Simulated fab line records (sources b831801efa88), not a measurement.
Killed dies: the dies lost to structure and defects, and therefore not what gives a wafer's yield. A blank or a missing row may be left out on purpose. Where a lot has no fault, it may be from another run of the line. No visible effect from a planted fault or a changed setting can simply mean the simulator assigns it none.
What tool caused it? | flow gf180mcu | 18 wafers from 6 lots sampled at 2 of the route's 602 steps

== WHAT THE GAUGES READ, wafer by wafer ==
GF_M4_OVL_MEAS_15.
lot  | measured     | on         | M4_OVL (nm)
L198 | day 24 02:27 | overlay-01 | 1 -11 -1
L203 | day 26 00:18 | overlay-02 | -9 -1 -7
L208 | day 27 19:48 | overlay-02 | 2 -2 0
L210 | day 28 04:45 | overlay-01 | -10 -6 -3
L215 | day 29 13:37 | overlay-02 | -6 -1 5
L218 | day 30 08:20 | overlay-01 | 7 6 6

== EACH LOT AND THE TOOL THAT RAN IT (in order: tool; ch and the chambers of the sampled wafers; start) ==
lot  | GF_M4_SPUTTER_04
L198 | pvd-sputter-03, day 23 04:13
L203 | pvd-sputter-02, day 25 03:21
L208 | pvd-sputter-04, day 26 23:28
L210 | pvd-sputter-04, day 27 09:07
L215 | pvd-sputter-02, day 28 18:54
L218 | pvd-sputter-03, day 29 13:43
- GF_M4_SPUTTER_04: material TiN, target thk 50 nm, time 41.7 s.

== THE ANSWER, worked out from the rows above alone ==
Rule: what is usual is taken from the lots themselves. The widest of any qualifying gaps counts: lots, ordered by their means at a reading, are off when they make up no more than a third of the lots, leave a main group of 4 or more, and stand apart from it by 3 or more times the standard deviation of that group's means. A main group whose means are all the same, to the digits that the tables above print for the reading, isn't used. A lot without any number at a reading at which 4 lots or more have one is off too. Where the step has rows for the other lots, those lots are counted as sound.
No lot is off at any reading shown: from this, nothing can be told.

== WHAT HAD BEEN PUT IN BY THE SIMULATOR ==
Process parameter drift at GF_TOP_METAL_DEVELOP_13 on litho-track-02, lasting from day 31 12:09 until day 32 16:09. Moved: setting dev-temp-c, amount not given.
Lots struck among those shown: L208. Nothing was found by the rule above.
